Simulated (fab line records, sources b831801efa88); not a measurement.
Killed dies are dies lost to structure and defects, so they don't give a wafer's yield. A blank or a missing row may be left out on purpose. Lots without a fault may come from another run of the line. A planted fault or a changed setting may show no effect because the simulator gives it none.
fab line records | flow sky130 | part 2 of 2: steps 43 to 43 of 43
record lots=6 wafers=18 last_day=49
route steps=708 shown METAL1@446 VIA1@458 METAL2@483 PAD_OPEN@708
lots that met no fault: from a run of the same line without faults
start_h: hours from the record's first day to the start of the lot's first wafer shown | wait_h: hours since the lot's step before | " the same as in the row above | L1.1+2: a row that stands for several wafers | - no value, or no start given | * or withheld: withheld | < > ~ a bound
route shown NAME@n: a module of which the file shows steps, and the number in the route of the first | usual: mean/standard deviation of fault-free wafers | same: alike in all rows | chamber/n: place in a boat | sites: the reading at each site | _std_site: their standard deviation | _edge_site: outer sites' mean less inner sites' | radius_mm: how far each site lies from the wafer's centre | mask NAME#n: copy n | behind: the tool/chamber that last shaped the wafer | hold: why the lot was held/for how many hours/how that ended | device: the transistor (n, p or np) that didn't switch | end of line: the same wafers' tests at the end of the route | a step without rows: its recipe alone | killed: dies lost to structure and defects at the first sort, not the wafer's yield | map: a wafer's dies, x killed, . not, _ none there
set.NAME: the setting as run; set.NAME@STEP: as run at that earlier step | model.NAME: the simulator's own value behind a step, which no gauge read
lots at some steps of the route; a table a step, a row a wafer
services: from which hour (start_h, from the record's first day; less than 0 if before it) a tool's chamber was out of use, for how many hours, and why
## steps
# step SKY_PAD_OPEN_PROBE_99
# usual defect_limited_yield=82.6/2 killed_at_M0_to_M3=43/7.3 killed_at_M4_up=3.4/1.7 killed_at_contacts=24/4.5 killed_at_front_end=16/4.4 killed_at_other=0.2/0.51 killed_dies=86/9.7 killed_open=46/6.6 killed_short=39/7.1 sort_bin_3_pad_short=0.9/0.45 sort_bin_5_function=10.4/1.4 sort_bin_6_memory=6.2/1.2 sort_n_pass=406/9.7 sort_yield_pct=82.6/2
# same gross_dies=492 killed_at_back_side=0 sort_bin_4_leakage[%]=0 sort_bin_8_speed[%]=0
# columns lot.wafer tool chamber start_h wait_h defect_limited_yield[%] killed_at_M0_to_M3 killed_at_M4_up killed_at_contacts killed_at_front_end killed_at_other killed_dies killed_open killed_short sort_bin_3_pad_short[%] sort_bin_5_function[%] sort_bin_6_memory[%] sort_n_pass sort_yield_pct[%] model.etest.tester.sort_n_pass model.etest.tester.sort_yield_pct model.etest.tester.sort_bin_5_pct model.etest.tester.sort_bin_3_pct
L618.2 prober-02 - 1072.83 0.1 79.3 57 2 22 21 0 102 56 46 1.2 12.2 7.3 390 79.3 390 79.27 12.2 1.22
L618.3 prober-02 - 1072.88 0.2 83.7 30 2 30 18 0 80 33 47 1.0 9.1 6.1 412 83.7 412 83.74 9.146 1.016
L618.5 prober-02 - 1072.98 0.2 81.7 42 3 28 17 0 90 45 45 1.4 9.3 7.5 402 81.7 402 81.71 9.35 1.423
L625.3 prober-01 - 1106.83 0.2 86.2 32 3 25 8 0 68 33 35 0.4 9.8 3.7 424 86.2 424 86.18 9.756 0.4065
L625.4 prober-01 - 1106.88 0.2 81.5 51 3 26 10 1 91 51 40 1.4 10.0 7.1 401 81.5 401 81.5 9.959 1.423
L625.5 prober-01 - 1106.93 0.2 82.9 37 3 30 14 0 84 44 40 1.2 11.4 4.5 408 82.9 408 82.93 11.38 1.22
L627.1 prober-01 - 1124.16 0.1 76.2 69 5 23 20 0 117 44 35 1.4 15.9 6.5 375 76.2 375 76.22 15.85 1.423
L627.3 prober-01 - 1124.26 0.2 79.3 64 3 15 19 1 102 49 36 1.0 12.6 7.1 390 79.3 390 79.27 12.6 1.016
L627.5 prober-01 - 1124.36 0.2 74.2 90 3 20 14 0 127 46 41 2.4 16.9 6.5 365 74.2 365 74.19 16.87 2.439
L629.1 prober-01 - 1139.17 0.1 74.2 82 2 25 17 1 127 52 34 0.6 17.5 7.7 365 74.2 365 74.19 17.48 0.6098
L629.5 prober-01 - 1139.37 0.2 77.4 70 2 22 17 0 111 42 29 2.2 13.6 6.7 381 77.4 381 77.44 13.62 2.236
L629.6 prober-01 - 1139.42 0.2 75.4 69 3 22 27 0 121 46 41 1.6 15.2 7.7 371 75.4 371 75.41 15.24 1.626
L634.2 prober-01 - 1171.14 0.1 83.3 41 2 19 20 0 82 51 31 1.2 9.3 6.1 410 83.3 410 83.33 9.35 1.22
L634.3 prober-01 - 1171.19 0.2 80.7 52 5 18 20 0 95 42 53 1.2 10.0 8.1 397 80.7 397 80.69 9.959 1.22
L634.6 prober-01 - 1171.34 0.2 85.0 45 2 20 6 1 74 37 37 1.0 6.9 7.1 418 85.0 418 84.96 6.911 1.016
L637.2 prober-01 - 1186.44 0.1 83.3 44 4 20 13 1 82 45 37 0.4 11.4 4.9 410 83.3 410 83.33 11.38 0.4065
L637.4 prober-01 - 1186.54 0.2 84.1 39 5 19 15 0 78 40 38 0.8 12.6 2.4 414 84.1 414 84.15 12.6 0.813
L637.5 prober-01 - 1186.59 0.2 84.3 36 6 21 14 0 77 37 40 0.6 11.2 3.9 415 84.3 415 84.35 11.18 0.6098
# killed by level:class
L618.2 VIA1:geometric_particle:open=18 METAL2:geometric_particle:short=11 VIA2:geometric_particle:open=11 CONTACT:geometric_particle:open=6 FIELD_ISO:geometric_particle:open=5 POLY_GATE:geometric_particle:open=5 LI_CONTACT:geometric_particle:short=5 METAL1:geometric_particle:short=5
L618.3 CONTACT:geometric_particle:open=10 POLY_GATE:geometric_particle:short=7 METAL2:geometric_particle:short=7 LOCAL_INTERCONNECT:geometric_particle:short=6 VIA1:geometric_particle:open=6 LI_CONTACT:geometric_particle:open=5 LI_CONTACT:geometric_particle:short=4 CONTACT:geometric_particle:short=4
L618.5 LI_CONTACT:geometric_particle:open=10 VIA1:geometric_particle:open=8 LOCAL_INTERCONNECT:geometric_particle:short=7 METAL2:geometric_particle:short=6 FIELD_ISO:geometric_particle:short=5 CONTACT:geometric_particle:open=5 VIA1:geometric_particle:short=5 VIA2:geometric_particle:short=5
L625.3 VIA1:geometric_particle:open=8 CONTACT:geometric_particle:short=7 VIA2:geometric_particle:open=7 LI_CONTACT:geometric_particle:open=6 LOCAL_INTERCONNECT:geometric_particle:short=4 VIA3:geometric_particle:open=4 POLY_GATE:geometric_particle:short=3 METAL4:geometric_particle:short=3
L625.4 VIA1:geometric_particle:open=13 CONTACT:geometric_particle:open=12 VIA2:geometric_particle:open=9 LOCAL_INTERCONNECT:geometric_particle:short=7 VIA1:geometric_particle:short=6 METAL1:geometric_particle:short=5 LI_CONTACT:geometric_particle:open=5 VIA2:geometric_particle:short=5
L625.5 VIA1:geometric_particle:open=12 CONTACT:geometric_particle:open=10 CONTACT:geometric_particle:short=8 VIA2:geometric_particle:open=7 LI_CONTACT:geometric_particle:open=6 METAL2:geometric_particle:short=6 LOCAL_INTERCONNECT:geometric_particle:short=5 FIELD_ISO:geometric_particle:open=4
L627.1 VIA1:unspecified=38 VIA1:geometric_particle:open=11 CONTACT:geometric_particle:open=8 CONTACT:geometric_particle:short=6 VIA2:geometric_particle:open=6 POLY_GATE:geometric_particle:short=5 POLY_GATE:geometric_particle:open=5 FIELD_ISO:geometric_particle:short=4
L627.3 VIA1:unspecified=17 VIA1:geometric_particle:open=13 VIA1:geometric_particle:short=9 FIELD_ISO:geometric_particle:short=7 CONTACT:geometric_particle:open=6 FIELD_ISO:geometric_particle:open=5 VIA2:geometric_particle:open=5 METAL1:geometric_particle:short=4
L627.5 VIA1:unspecified=39 VIA1:geometric_particle:open=16 CONTACT:geometric_particle:short=6 LI_CONTACT:geometric_particle:open=6 VIA2:geometric_particle:open=6 CONTACT:geometric_particle:open=6 METAL1:geometric_particle:short=6 FIELD_ISO:geometric_particle:short=4
L629.1 VIA1:unspecified=41 VIA2:geometric_particle:open=12 VIA3:geometric_particle:open=9 CONTACT:geometric_particle:open=8 VIA1:geometric_particle:open=8 LOCAL_INTERCONNECT:geometric_particle:short=7 METAL2:geometric_particle:short=6 POLY_GATE:geometric_particle:short=5
L629.5 VIA1:unspecified=40 CONTACT:geometric_particle:open=10 VIA2:geometric_particle:open=9 VIA1:geometric_particle:open=7 FIELD_ISO:geometric_particle:short=5 CONTACT:geometric_particle:short=5 FIELD_ISO:geometric_particle:open=4 LOCAL_INTERCONNECT:geometric_particle:short=4
L629.6 VIA1:unspecified=34 VIA1:geometric_particle:open=11 FIELD_ISO:geometric_particle:open=7 POLY_GATE:geometric_particle:open=7 CONTACT:geometric_particle:short=7 POLY_GATE:geometric_particle:short=6 LI_CONTACT:geometric_particle:open=5 CONTACT:geometric_particle:open=5
L634.2 VIA1:geometric_particle:open=9 CONTACT:geometric_particle:open=7 FIELD_ISO:geometric_particle:open=6 POLY_GATE:geometric_particle:open=6 LI_CONTACT:geometric_particle:open=5 METAL2:geometric_particle:short=5 VIA2:geometric_particle:open=5 VIA3:geometric_particle:open=5
L634.3 VIA1:geometric_particle:open=11 VIA3:geometric_particle:open=9 FIELD_ISO:geometric_particle:short=7 METAL3:geometric_particle:short=7 METAL2:geometric_particle:short=6 CONTACT:geometric_particle:short=6 LI_CONTACT:geometric_particle:open=5 METAL1:geometric_particle:short=5
L634.6 VIA1:geometric_particle:open=8 VIA3:geometric_particle:open=7 METAL2:geometric_particle:short=7 CONTACT:geometric_particle:open=7 METAL1:geometric_particle:short=7 CONTACT:geometric_particle:short=6 VIA2:geometric_particle:open=6 LI_CONTACT:geometric_particle:open=5
L637.2 VIA1:geometric_particle:open=12 VIA3:geometric_particle:open=10 CONTACT:geometric_particle:short=6 VIA2:geometric_particle:open=5 LI_CONTACT:geometric_particle:open=5 LOCAL_INTERCONNECT:geometric_particle:short=4 FIELD_ISO:geometric_particle:short=4 FIELD_ISO:geometric_particle:open=3
L637.4 CONTACT:geometric_particle:open=9 VIA2:geometric_particle:open=9 FIELD_ISO:geometric_particle:short=7 METAL2:geometric_particle:short=6 VIA1:geometric_particle:open=6 VIA3:geometric_particle:open=5 METAL1:geometric_particle:short=5 METAL4:geometric_particle:short=4
L637.5 VIA1:geometric_particle:open=13 LOCAL_INTERCONNECT:geometric_particle:short=7 VIA3:geometric_particle:open=6 METAL4:geometric_particle:short=6 CONTACT:geometric_particle:open=5 CONTACT:geometric_particle:short=4 METAL1:geometric_particle:short=4 VIA1:geometric_particle:short=4
# map L627.5 (x killed, . not)
__________..x.xxx..._________
________.xx.xxxxxxxxx._______
______.x....xxxxxxxxx..x_____
_____.x....x..xxxxxxx....____
____..x..xxxxxxxxxx.......___
___....x.....x.x.xxx....x.x__
__x..........x.xx.x.....x..._
_......x....x..x.x....x......
_xx..x.......xx..............
_....xx......................
_...x.............x..x..x.x..
_.x......x..x..x.........xx..
_........x.....xx.....x......
_.x..........x...x....x.x.x..
_..x...x..x.xxx....x.........
__.x.x.....x....x.x...xxx..._
___x.....................x.__
____...xx..........x......___
_____x.x...xx....x..xxx.x____
______..x..............._____
________.....x......x._______
__________........xx_________
# map L629.1 (x killed, . not)
__________.........._________
________....x.x..x...._______
______....x....x......x._____
_____x..x...........x....____
____........xx.......x....___
___..x........xxx...xx...x.__
__..........x.......x......._
_....x.....xxxxxxx..x..x.....
_.........xxxxx..x.x......x.x
_..........xxxxxxxx.x........
_x..x.x..x.xxxxxx.....x......
_x.x.x...xx.xxxxx.xx......x..
_..........x.xxxxx.x.....x.x.
_.x...x...x...x..............
_...x....x.x.x.x.x...xx.xx...
__x......x.x...x......x.x..x_
___....xx..x........x......__
____....x....x........x...___
_____....xx...x....x....x____
______.x....x..x.xxx...._____
________.xx..x....x..._______
__________..xx......_________
## services
# columns tool chamber start_h hours kind
cmp-01 - 737.15 1.1 repair
cmp-02 - 742.00 1.2 repair
pvd_sputter-02 - 743.03 1.1 repair
cmp-01 - 744.00 4.0 pm
pvd_sputter-01 - 748.70 4.8 repair
pvd_sputter-02 - 757.44 3.7 repair
cmp-01 - 760.63 5.4 pm
cmp-02 - 774.88 3.5 repair
pvd_sputter-02 - 782.71 1.2 repair
pvd_sputter-02 - 791.87 1.8 repair
pvd_sputter-02 - 802.97 4.8 repair
hdpcvd-01 - 811.02 2.0 repair
cmp-02 - 817.34 4.3 pm
cmp-01 - 824.61 0.8 repair
pvd_sputter-02 - 834.71 1.1 repair
hdpcvd-01 0 841.02 4.0 repair
cmp-01 - 871.74 0.4 repair
cmp-01 - 886.63 3.1 repair
pvd_sputter-02 - 887.64 3.4 repair
pvd_sputter-01 - 890.77 4.1 repair
cmp-02 - 897.36 14.7 repair
pvd_sputter-02 - 904.31 11.8 repair
cmp-02 - 912.03 4.0 pm
pvd_sputter-01 - 925.11 1.4 repair
## key
first_sign step=SKY_PAD_OPEN_PROBE_99 reading=killed_at_M0_to_M3 direction=up sigmas=4.3 usual=43 struck=74
effect step=SKY_PAD_OPEN_PROBE_99 reading=sort_bin_5_function direction=up sigmas=3.4 usual=10.4 struck=15.3 wafers_moved=5
model_effect step=SKY_PAD_OPEN_PROBE_99 value=etest.tester.sort_n_pass without=405.2 struck=374.5
met_at SKY_VIA1_HDPCVD_00
struck_wafers L627.1,L627.3,L627.5,L629.1,L629.5,L629.6
onset_between 760.17 830.37
fault kind=chamber_particle_source tool=hdpcvd-01 chamber=- onset_h=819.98 steps=SKY_VIA1_HDPCVD_00 rate_per_visit_cm2=0.37587 end_h=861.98
